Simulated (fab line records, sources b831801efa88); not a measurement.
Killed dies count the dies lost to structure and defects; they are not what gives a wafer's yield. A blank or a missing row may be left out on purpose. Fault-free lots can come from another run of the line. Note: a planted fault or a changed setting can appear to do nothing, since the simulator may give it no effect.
fab line records	flow sky130
[record] lots = 10	wafers = 30	lastDay = 50
route steps=708 shown LI_CONTACT@383 LOCAL_INTERCONNECT@399 CONTACT@425
lots that met no fault: from a run of the same line without faults
startH: hours from the record's first day to the start of the lot's first wafer shown	waitH: time in hours since the lot's previous step	" repeats the value in the row above	L1.1+2: a row that stands for several wafers	- either no value or no given start	* or withheld: withheld	< > ~ a bound
route shown NAME@n: NAME is a module with steps in the file, n the number in the route of the first one	usual: mean and standard deviation over wafers with no fault	same: alike in all rows	chamber/n: place in a boat	sites: readings site by site	_std_site: standard deviation across them	_edge_site: outer sites' mean less inner sites'	radiusMm: for every site, how far away it sits from the centre of the wafer	mask NAME#n: copy n	behind: tool/chamber where the wafer was last shaped	hold: the reason the lot was held/the length of the hold in hours/how it ended	device: the transistor (n, p or np) that didn't switch	end of line: at the end of the route, the tests of the same wafers	a step given without rows: its recipe and nothing more	killed: at the first sort, the dies lost to defects and structure; wafer yield is something else	map: shows each die of a wafer: x if killed, . if not, _ if none is there
set.NAME: the run value of the setting; set.NAME@STEP: its run value at that earlier step	model.NAME: the simulator's own value behind a step, which no gauge read
route steps across a sampled set of lots; one table per step, one row per wafer
services: when a tool's chamber went out of use (startH, in hours from the record's first day, below 0 if earlier), for how many hours, and the reason
[[steps]]
[step SKY_LI_CONTACT_CVD_21]
[recipe] material = W	targetThkNm = 400	timeS = 120.56	tempC = 400	pressureTorr = 40
[usual] heaterPowerOuterW = 524/29	heaterPowerW = 890/53	susceptorTempC = 399.99/0.23
lot.wafer	tool	chamber	startH	waitH	heaterPowerOuterW	heaterPowerW	susceptorTempC
L233.1	cvdW-02	0	668.51	0.0	485	784	399.75
L233.3	"	0	"	"	480	773	400.08
L233.5	"	1	"	"	537	914	400.03
L240.2	cvdW-02	1	750.85	0.1	494	866	393.50
L240.3	"	1	"	"	505	855	393.70
L240.4	"	1	"	"	518	876	393.41
L243.1	cvdW-01	1	775.21	0.0	571	904	399.67
L243.4	"	0	"	"	512	885	400.17
L243.6	"	1	"	"	569	949	399.58
L242.3	cvdW-02	1	778.85	0.1	503	874	393.51
L242.5	"	1	"	"	515	861	393.68
L242.6	"	0	"	"	465	769	393.75
L245.2	cvdW-01	0	790.92	0.1	518	908	399.87
L245.3	"	0	"	"	493	908	400.28
L245.5	"	0	"	"	507	911	400.31
L246.2	cvdW-01	0	797.85	0.1	508	874	399.84
L246.4	"	0	"	"	522	909	400.16
L246.6	"	0	"	"	514	886	399.99
L251.3	cvdW-01	1	824.86	0.1	565	942	399.61
L251.4	"	0	"	"	502	907	399.98
L251.5	"	0	"	"	514	899	400.14
L252.1	cvdW-01	0	833.46	0.0	520	904	399.74
L252.2	"	1	"	"	564	938	400.39
L252.6	"	0	"	"	515	900	400.10
L254.1	cvdW-02	0	839.30	0.0	485	774	400.09
L254.2	"	1	"	"	539	922	400.00
L254.3	"	1	"	"	541	932	399.97
L255.1	cvdW-02	0	852.84	0.0	485	773	399.97
L255.2	"	1	"	"	528	898	400.04
L255.5	"	1	"	"	528	883	400.17
[step SKY_LI_CONTACT_RS_MEAS_22]
[recipe] thkMeasGauge = four-point-probe	reads = W_of_LI_CONTACT_CVD_21+TiN_of_LI_CONTACT_SPUTTER_20+Ti_of_LI_CONTACT_SPUTTER_19
[usual] LI_CONTACT_W_RS = 0.286/0.0038
lot.wafer	tool	chamber	startH	waitH	LI_CONTACT_W_RS[ohm/sq]
L233.1	filmMetro-02	-	668.64	0.1	0.295
L233.3	"	-	"	"	0.294
L233.5	"	-	"	"	0.290
L240.2	filmMetro-03	-	751.08	0.2	0.316
L240.3	"	-	"	"	0.315
L240.4	"	-	"	"	0.318
L243.1	filmMetro-03	-	775.34	0.1	0.286
L243.4	"	-	"	"	0.279
L243.6	"	-	"	"	0.283
L242.3	filmMetro-02	-	778.98	0.1	0.321
L242.5	"	-	"	"	0.322
L242.6	"	-	"	"	0.326
L245.2	filmMetro-01	-	791.15	0.2	0.287
L245.3	"	-	"	"	0.284
L245.5	"	-	"	"	0.283
L246.2	filmMetro-01	-	798.09	0.2	0.279
L246.4	"	-	"	"	0.281
L246.6	"	-	"	"	0.281
L251.3	filmMetro-03	-	824.98	0.1	0.283
L251.4	"	-	"	"	0.281
L251.5	"	-	"	"	0.286
L252.1	filmMetro-01	-	833.58	0.1	0.287
L252.2	"	-	"	"	0.289
L252.6	"	-	"	"	0.290
L254.1	filmMetro-02	-	839.42	0.1	0.288
L254.2	"	-	"	"	0.281
L254.3	"	-	"	"	0.280
L255.1	filmMetro-01	-	852.97	0.1	0.286
L255.2	"	-	"	"	0.282
L255.5	"	-	"	"	0.287
[step SKY_LI_CONTACT_THK_MEAS_23]
[recipe] thkMeasGauge = xrf	reads = W_of_LI_CONTACT_CVD_21
[usual] LI_CONTACT_W_THK = 412/8.2
lot.wafer	tool	chamber	startH	waitH	LI_CONTACT_W_THK[nm]
L233.1	filmMetro-02	-	668.76	0.1	397
L233.3	"	-	"	"	398
L233.5	"	-	"	"	402
L240.2	filmMetro-03	-	751.19	0.1	369
L240.3	"	-	"	"	372
L240.4	"	-	"	"	365
L243.1	filmMetro-03	-	775.46	0.1	411
L243.4	"	-	"	"	424
L243.6	"	-	"	"	415
L242.3	filmMetro-02	-	779.08	0.1	363
L242.5	"	-	"	"	360
L242.6	"	-	"	"	358
L245.2	filmMetro-01	-	791.26	0.1	407
L245.3	"	-	"	"	407
L245.5	"	-	"	"	410
L246.2	filmMetro-01	-	798.20	0.1	416
L246.4	"	-	"	"	410
L246.6	"	-	"	"	408
L251.3	filmMetro-03	-	825.08	0.1	425
L251.4	"	-	"	"	426
L251.5	"	-	"	"	420
L252.1	filmMetro-01	-	833.70	0.1	401
L252.2	"	-	"	"	397
L252.6	"	-	"	"	398
L254.1	filmMetro-02	-	839.54	0.1	406
L254.2	"	-	"	"	418
L254.3	"	-	"	"	422
L255.1	filmMetro-01	-	853.09	0.1	406
L255.2	"	-	"	"	411
L255.5	"	-	"	"	406
[step SKY_LI_CONTACT_CMP_24]
[recipe] stopOn = PSG	tOverpolishS = 20	downForcePsi = 3.5	platenRpm = 60	targetThkNm = 0	padVelocityMS = 0.94248
[usual] motorCurrentA = 10.8/1	timeToEndpointS = 97/3.9
lot.wafer	tool	chamber	startH	waitH	motorCurrentA	timeToEndpointS
L233.1	cmp-02	0	668.87	0.1	9.5	90
L233.3	"	2	"	"	8.5	91
L233.5	"	3	"	"	10.7	97
L240.3	cmp-01	3	751.24	0.0	10.3	91
L240.4	"	1	"	"	11.6	87
L240.2	"	2	"	"	12.7	87
L243.1	cmp-01	1	775.57	0.1	11.9	100
L243.4	"	2	"	"	11.9	99
L243.6	"	1	"	"	11.9	98
L242.3	cmp-02	0	779.17	0.1	10.3	79
L242.5	"	3	"	"	10.0	85
L242.6	"	0	"	"	9.7	79
L245.3	cmp-01	3	791.31	0.0	10.5	95
L245.2	"	1	"	"	12.1	100
L245.5	"	0	"	"	10.5	93
L246.4	cmp-01	3	798.30	0.1	10.8	101
L246.2	"	1	"	"	11.6	105
L246.6	"	2	"	"	12.3	99
L251.4	cmp-01	0	825.12	0.0	10.1	95
L251.3	"	2	"	"	12.6	97
L251.5	"	0	"	"	10.0	96
L252.1	cmp-01	2	833.81	0.1	12.0	99
L252.2	"	0	"	"	9.5	94
L252.6	"	1	"	"	12.0	102
L254.3	cmp-02	0	839.60	0.0	9.9	96
L254.1	"	1	"	"	11.1	88
L254.2	"	3	"	"	10.5	97
L255.1	cmp-02	1	853.25	0.1	10.5	91
L255.2	"	2	"	"	9.0	95
L255.5	"	3	"	"	9.9	99
[step SKY_LOCAL_INTERCONNECT_OVL_MEAS_12]
[usual] LOCAL_INTERCONNECT_OVL = 0/5.9
lot.wafer	tool	chamber	startH	waitH	LOCAL_INTERCONNECT_OVL[nm]
L233.1	overlay-01	-	696.94	0.1	-1
L233.3	"	-	"	"	1
L233.5	"	-	"	"	3
L240.2	overlay-01	-	777.99	0.1	1
L240.3	"	-	"	"	-1
L240.4	"	-	"	"	2
L243.1	overlay-01	-	802.33	0.1	-7
L243.4	"	-	"	"	-3
L243.6	"	-	"	"	-8
L242.3	overlay-01	-	806.44	0.1	-4
L242.5	"	-	"	"	-1
L242.6	"	-	"	"	3
L245.2	overlay-01	-	818.69	0.1	1
L245.3	"	-	"	"	2
L245.5	"	-	"	"	-4
L246.2	overlay-02	-	824.64	0.1	9
L246.4	"	-	"	"	2
L246.6	"	-	"	"	7
L251.3	overlay-01	-	851.29	0.1	2
L251.4	"	-	"	"	12
L251.5	"	-	"	"	3
L252.1	overlay-02	-	860.18	0.1	4
L252.2	"	-	"	"	3
L252.6	"	-	"	"	1
L254.1	overlay-01	-	865.97	0.1	-6
L254.2	"	-	"	"	-1
L254.3	"	-	"	"	-6
L255.1	overlay-02	-	879.59	0.1	2
L255.2	"	-	"	"	-4
L255.5	"	-	"	"	3
[step SKY_LOCAL_INTERCONNECT_STRIP_15]
[recipe] chemistry = O2/N2	powerW = 1400	pressureMtorr = 1500	platenTempC = withheld	o2FlowSccm = 3000	n2FlowSccm = 300	overashFraction = 0.5
[usual] drypumpMotorCurrentA = 6.00/0.23	oesProductAu = 0.430/0.0045	stripTimeToEndpointS = 4.786/0.02
[same] overashFraction = 0.5
lot.wafer	tool	chamber	startH	waitH	drypumpMotorCurrentA	oesProductAu	rfHoursCounterH	stripTimeToEndpointS
L233.1	plasmaAsher-04	1	697.09	0.0	6.27	0.433	103	4.790
L233.3	"	1	"	"	6.27	0.432	-	4.798
L233.5	"	0	"	"	5.97	0.437	-	4.778
L240.2	plasmaAsher-04	0	778.13	0.0	6.01	0.431	4	4.774
L240.3	"	0	"	"	5.99	0.436	-	4.823
L240.4	"	1	"	"	6.28	0.429	-	4.758
L243.1	plasmaAsher-01	1	802.48	0.0	6.07	0.428	97	4.792
L243.4	"	0	"	"	6.14	0.435	-	4.814
L243.6	"	1	"	"	6.09	0.433	-	4.773
L242.3	plasmaAsher-02	1	806.62	0.1	5.59	0.428	-	4.777
L242.5	"	0	"	"	5.92	0.425	-	4.736
L242.6	"	1	"	"	5.58	0.428	-	4.795
L245.2	plasmaAsher-02	1	818.83	0.0	5.53	0.437	40	4.799
L245.3	"	0	"	"	5.94	0.429	-	4.796
L245.5	"	0	"	"	5.95	0.429	-	4.803
L246.2	plasmaAsher-01	1	824.78	0.0	6.11	0.431	101	4.800
L246.4	"	0	"	"	6.15	0.436	-	4.839
L246.6	"	1	"	"	6.12	0.435	-	4.775
L251.3	plasmaAsher-01	1	851.47	0.1	6.12	0.430	-	4.794
L251.4	"	0	"	"	6.13	0.420	-	4.783
L251.5	"	1	"	"	6.08	0.431	-	4.770
L252.1	plasmaAsher-02	1	860.45	0.1	5.51	0.428	44	4.782
L252.2	"	0	"	"	5.92	0.428	44	4.797
L252.6	"	0	"	"	5.92	0.434	-	4.797
L254.1	plasmaAsher-01	1	866.23	0.1	6.12	0.429	105	4.784
L254.2	"	0	"	"	6.15	0.421	105	4.799
L254.3	"	0	"	"	6.15	0.425	-	4.793
L255.1	plasmaAsher-02	1	879.74	0.0	5.60	0.425	46	4.757
L255.2	"	0	"	"	5.93	0.427	46	4.787
L255.5	"	0	"	"	5.93	0.426	-	4.772
[step SKY_CONTACT_STRIP_19]
[recipe] chemistry = O2/N2	powerW = 1400	pressureMtorr = 1500	platenTempC = withheld	o2FlowSccm = 3000	n2FlowSccm = 300	overashFraction = 0.5
[usual] drypumpMotorCurrentA = 6.14/0.22	oesProductAu = 0.380/0.0045	stripTimeToEndpointS = 3.61/0.031
[same] overashFraction = 0.5
lot.wafer	tool	chamber	startH	waitH	drypumpMotorCurrentA	oesProductAu	rfHoursCounterH	stripTimeToEndpointS
L233.1	plasmaAsher-04	0	726.75	-	6.03	0.381	106	3.63
L233.3	"	0	"	"	6.02	0.382	-	3.60
L233.5	"	0	"	"	6.02	0.379	-	3.55
L240.2	plasmaAsher-03	1	806.25	-	5.77	0.379	64	3.61
L240.3	"	0	"	"	6.45	0.387	-	3.65
L240.4	"	1	"	"	5.77	0.377	-	3.60
L243.1	plasmaAsher-03	0	830.55	-	6.47	0.385	68	3.58
L243.4	"	0	"	"	6.45	0.380	-	3.56
L243.6	"	1	"	"	5.82	0.376	-	3.56
L242.3	plasmaAsher-03	0	834.87	-	6.47	0.382	-	3.60
L242.5	"	1	"	"	5.80	0.387	-	3.64
L242.6	"	0	"	"	6.45	0.383	-	3.58
L245.2	plasmaAsher-04	1	846.15	-	6.31	0.368	6	3.63
L245.3	"	1	"	"	6.30	0.381	-	3.66
L245.5	"	0	"	"	5.99	0.383	-	3.57
L246.2	plasmaAsher-04	1	852.40	-	6.27	0.381	7	3.66
L246.4	"	1	"	"	6.27	0.382	-	3.62
L246.6	"	1	"	"	6.26	0.395	-	3.66
L251.3	plasmaAsher-04	1	878.53	-	6.26	0.378	-	3.63
L251.4	"	0	"	"	6.00	0.379	-	3.63
L251.5	"	0	"	"	5.96	0.385	-	3.66
L252.1	plasmaAsher-04	1	888.11	-	6.31	0.378	11	3.56
L252.2	"	0	"	"	6.03	0.382	11	3.59
L252.6	"	1	"	"	6.29	0.385	-	3.63
L254.1	plasmaAsher-04	1	895.79	-	6.28	0.382	11	3.65
L254.2	"	0	"	"	6.02	0.376	11	3.64
L254.3	"	0	"	"	6.00	0.387	-	3.66
L255.1	plasmaAsher-01	0	906.89	-	6.17	0.387	109	3.65
L255.2	"	1	"	"	6.11	0.383	109	3.61
L255.5	"	0	"	"	6.18	0.377	-	3.64
[[services]]
tool	chamber	startH	hours	kind
cvdW-02	0	657.20	7.0	repair
cmp-02	-	669.88	0.2	repair
cvdW-02	-	677.63	6.9	pm
plasmaAsher-02	-	682.81	1.2	repair
cvdW-02	-	684.53	14.6	pm
cmp-01	-	685.82	1.6	repair
plasmaAsher-03	-	695.68	0.5	repair
cvdW-02	-	698.58	1.4	repair
cvdW-02	1	728.90	1.4	repair
cvdW-02	0	733.69	22.2	repair
plasmaAsher-04	-	733.75	9.0	pm
cmp-02	-	742.80	4.5	pm
cmp-02	-	747.28	4.0	pm
cmp-02	-	749.93	1.6	repair
cmp-02	-	785.98	45.4	repair
plasmaAsher-04	-	788.76	44.5	pm
cvdW-01	1	790.82	11.9	repair
cmp-02	-	798.75	1.2	repair
cvdW-01	-	834.79	2.8	pm
cmp-01	-	863.55	12.2	pm
plasmaAsher-04	-	871.86	1.4	repair
plasmaAsher-01	-	881.51	6.2	repair
cmp-01	-	901.02	4.5	pm
cvdW-02	-	904.00	14.0	pm
[[key]]
[firstSign] step = SKY_LI_CONTACT_CVD_21	reading = susceptorTempC	direction = down	sigmas = 28	usual = *	struck = *
[effect] step = SKY_LI_CONTACT_RS_MEAS_22	reading = LI_CONTACT_W_RS	direction = up	sigmas = 8.9	usual = 0.286	struck = 0.320
[effect] step = SKY_LI_CONTACT_THK_MEAS_23	reading = LI_CONTACT_W_THK	direction = down	sigmas = 5.8	usual = 412	struck = 364
[effect] step = SKY_LI_CONTACT_CMP_24	reading = timeToEndpointS	direction = down	sigmas = 3.2	usual = *	struck = *
metAt SKY_LI_CONTACT_CVD_21
struckLots L240,L242
testerLeftOut L240,L242
notActingAt SKY_LOCAL_INTERCONNECT_OVL_MEAS_12,SKY_LOCAL_INTERCONNECT_STRIP_15,SKY_CONTACT_STRIP_19
onsetBetween 668.51 750.85
[fault] kind = processParameterDrift	tool = cvdW-02	chamber = -	onsetH = 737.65	steps = SKY_LI_CONTACT_CVD_21	channel = tempC	offset = *	shape = step	endH = 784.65	actsIn = *	stated = *
// testerLeftOut: of these lots the tester's yield and bins aren't shown, on N5 and GAA mostly nor the transistor test; their killed dies are dies lost to structure and defects alone, not to doping, threshold or leakage, so they don't give the yield
